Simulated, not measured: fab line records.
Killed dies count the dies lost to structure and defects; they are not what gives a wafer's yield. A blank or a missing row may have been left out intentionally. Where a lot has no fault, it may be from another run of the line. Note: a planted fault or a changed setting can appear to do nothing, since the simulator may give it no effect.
Chamber matching :: flow sky130 :: SKY_PASSIVATION_ETCH_11 on rie-diel-04: 4 sister chambers
The step etches the open film in CF4/O2, stops on AlCu, target depth 725 nm, time 161.1 s. 8 wafers are shown with their chamber, then 8 later ones without.

WAFERS, EACH WITH ITS CHAMBER
wafer: L079.3
chamber: 3
drypump-motor-current-A (A): 6.1
oes-product-au (a.u.): 0.987

wafer: L083.1
chamber: 3
drypump-motor-current-A (A): 6.1
oes-product-au (a.u.): 0.976

wafer: L083.5
chamber: 2
drypump-motor-current-A (A): 6.2
oes-product-au (a.u.): 0.984

wafer: L085.6
chamber: 0
drypump-motor-current-A (A): 4.6
oes-product-au (a.u.): 0.982

wafer: L087.3
chamber: 1
drypump-motor-current-A (A): 6.0
oes-product-au (a.u.): 0.968

wafer: L087.4
chamber: 0
drypump-motor-current-A (A): 4.6
oes-product-au (a.u.): 0.977

wafer: L087.6
chamber: 1
drypump-motor-current-A (A): 6.0
oes-product-au (a.u.): 0.975

wafer: L088.1
chamber: 2
drypump-motor-current-A (A): 6.3
oes-product-au (a.u.): 0.973

WAFERS WHOSE CHAMBER IS MISSING
wafer: L088.3
drypump-motor-current-A (A): 6.0
oes-product-au (a.u.): 0.979

wafer: L088.6
drypump-motor-current-A (A): 6.0
oes-product-au (a.u.): 0.984

wafer: L092.2
drypump-motor-current-A (A): 6.2
oes-product-au (a.u.): 0.981

wafer: L092.4
drypump-motor-current-A (A): 6.1
oes-product-au (a.u.): 0.995

wafer: L092.5
drypump-motor-current-A (A): 4.6
oes-product-au (a.u.): 0.990

wafer: L093.1
drypump-motor-current-A (A): 6.0
oes-product-au (a.u.): 0.975

wafer: L093.2
drypump-motor-current-A (A): 6.0
oes-product-au (a.u.): 0.983

wafer: L093.3
drypump-motor-current-A (A): 6.2
oes-product-au (a.u.): 0.976

WHICH CHAMBER EACH WENT THROUGH
wafer: L088.3
from the rows above: can't be placed: 1 or 3
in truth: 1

wafer: L088.6
from the rows above: can't be placed: 1 or 3
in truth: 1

wafer: L092.2
from the rows above: can't be placed: 2 or 3
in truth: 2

wafer: L092.4
from the rows above: 3
in truth: 3

wafer: L092.5
from the rows above: 0
in truth: 0

wafer: L093.1
from the rows above: 1
in truth: 1

wafer: L093.2
from the rows above: can't be placed: 1 or 3
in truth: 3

wafer: L093.3
from the rows above: can't be placed: 2 or 3
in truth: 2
Correct placement for 3 of the 8. These rows do not allow placing 5 (true chamber among the candidates in 5). Number placed wrongly: 0.
How it was worked out, from the rows above alone: a wafer's distance from a chamber is the root of the sum, over the readings, of the square of ((its reading less the chamber's mean) divided by the reading's scatter). The wafer belongs to the nearest chamber; if the next one is less than 2 further off, it can't be placed. A chamber's mean is the mean of its shown wafers. How the scatter is found: for the shown wafers, subtract from each reading the mean of its chamber, square and add these, divide the total by (wafers less chambers), then take the root.
